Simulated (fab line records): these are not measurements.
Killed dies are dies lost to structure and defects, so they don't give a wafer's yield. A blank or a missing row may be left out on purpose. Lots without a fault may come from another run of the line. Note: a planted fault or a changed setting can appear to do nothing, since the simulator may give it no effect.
Comparing a struck lot with a sound one ; flow gf180mcu ; 16 steps out of a route of 602
Sound: these wafers, L792.1, L792.2, L792.5. Wafers struck: L798.2, L798.4, L798.6. The cause comes at the end.
For every step that has rows: the tool of each side, followed by ch and its chambers, followed by its first start. Under that, the readings that differ: sound wafers ; struck wafers ; difference of the means ; sigmas: that difference in standard deviations of wafers without a fault.
alike: readings with means less than 2 such deviations apart, plus words and numbers identical on both sides. not compared: withheld readings, readings lacking a value on some wafer, bounds such as >300 that could conceal the same value, and numbers that have no deviation in the record and whose values overlap.
A row with sigmas, a row that says differs or no value, or rows on one side alone: a step with any of these is where the two part. When numbers do not overlap yet have no deviation, they are printed without sigmas and do not part them. Lack of a reading on every wafer of one side parts them only where that side has two or more wafers.

GF_POLY_GATE_ETCH_13: etches poly-Si in HBr/Cl2, stops on SiO2, target depth 198.5 nm, time 69.6 s.
  sound on rie_si-02 ch 1,3, day 9 13:21; struck on rie_si-01 ch 0,1,2, day 11 08:24
  alike: drypump_motor_current_A, mfc_cl2_sccm, oes_product_au, rf_fwd_power_W, throttle_valve_pct
  not compared: rf_hours_counter_h
GF_POLY_GATE_STRIP_14: strips in O2/N2.
  sound on plasma_asher-02 ch 0,1, day 9 13:25; struck on plasma_asher-04 ch 0,1, day 11 08:28
  alike: drypump_motor_current_A, heater_power_w, o2_flow_sccm, oes_product_au
  not compared: rf_hours_counter_h
then, 2 steps without rows for these wafers: GF_POLY_GATE_CLEAN_15 (cleans in SC1/SC2, time 150 s); GF_POLY_GATE_OXIDATION_16 (stabilise 600 s, purge 300 s, target thk 4 nm).
GF_POLY_GATE_THK_MEAS_17:
  sound on film_metro-02, day 9 15:11; struck on film_metro-02, day 11 10:21
  alike: POLY_GATE_OXIDATION_THK
GF_POLY_GATE_CD_MEAS_18:
  sound on cd_sem-01, day 9 15:15; struck on cd_sem-01, day 11 10:25
  alike: cd_nm
then, 6 steps without rows for these wafers: GF_HV_LDD_DEHYDRATE_00 (time 60 s); GF_HV_LDD_HMDS_01 (prime time 60 s); GF_HV_LDD_COAT_02 (resist thk 1000 nm); GF_HV_LDD_SOFTBAKE_03 (time 60 s); GF_HV_LDD_EXPOSE_04 (exposes mask Nplus LV AREA, target cd 400 nm); GF_HV_LDD_PEB_05.
GF_HV_LDD_DEVELOP_06: develop time 60 s.
  sound on litho_track-01 ch 0, day 10 09:28; struck on litho_track-03 ch 0, day 12 05:19
reading;sound;struck;difference;sigmas
developer_temp_C (C);22.92 22.96 23.07;25.47 25.32 25.44;+2.43;+20
  alike: exhaust_pa, resist_line_temp_C
GF_HV_LDD_CD_MEAS_07 targets a cd of 400 nm.
  sound on cd_sem-01, day 10 09:37; struck on cd_sem-02, day 12 05:28
reading;sound;struck;difference;sigmas
cd_nm (nm);402.5 402.9 402.7;394.0 394.8 394.1;-8.4;-3
GF_HV_LDD_OVL_MEAS_08:
  sound on overlay-02, day 10 09:44; struck on overlay-02, day 12 05:34
  alike: HV_LDD_OVL
-- the record jumps here: 19 days lie between the struck wafers' starts before and after (it left off in module HV_LDD and takes up again in module PASSIVATION, whose first step shown is number 602 of the route) --
GF_PASSIVATION_PROBE_99:
  rows exist in the record for the struck wafers here (prober-02, day 31 06:47), but not for the sound ones

## WHERE THEY PART
Earliest at GF_HV_LDD_DEVELOP_06; latest, in this record, at GF_PASSIVATION_PROBE_99.

WHY: whatever the simulator had introduced
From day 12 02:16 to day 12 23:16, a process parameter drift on litho_track-03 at GF_HV_LDD_DEVELOP_06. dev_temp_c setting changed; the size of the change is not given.
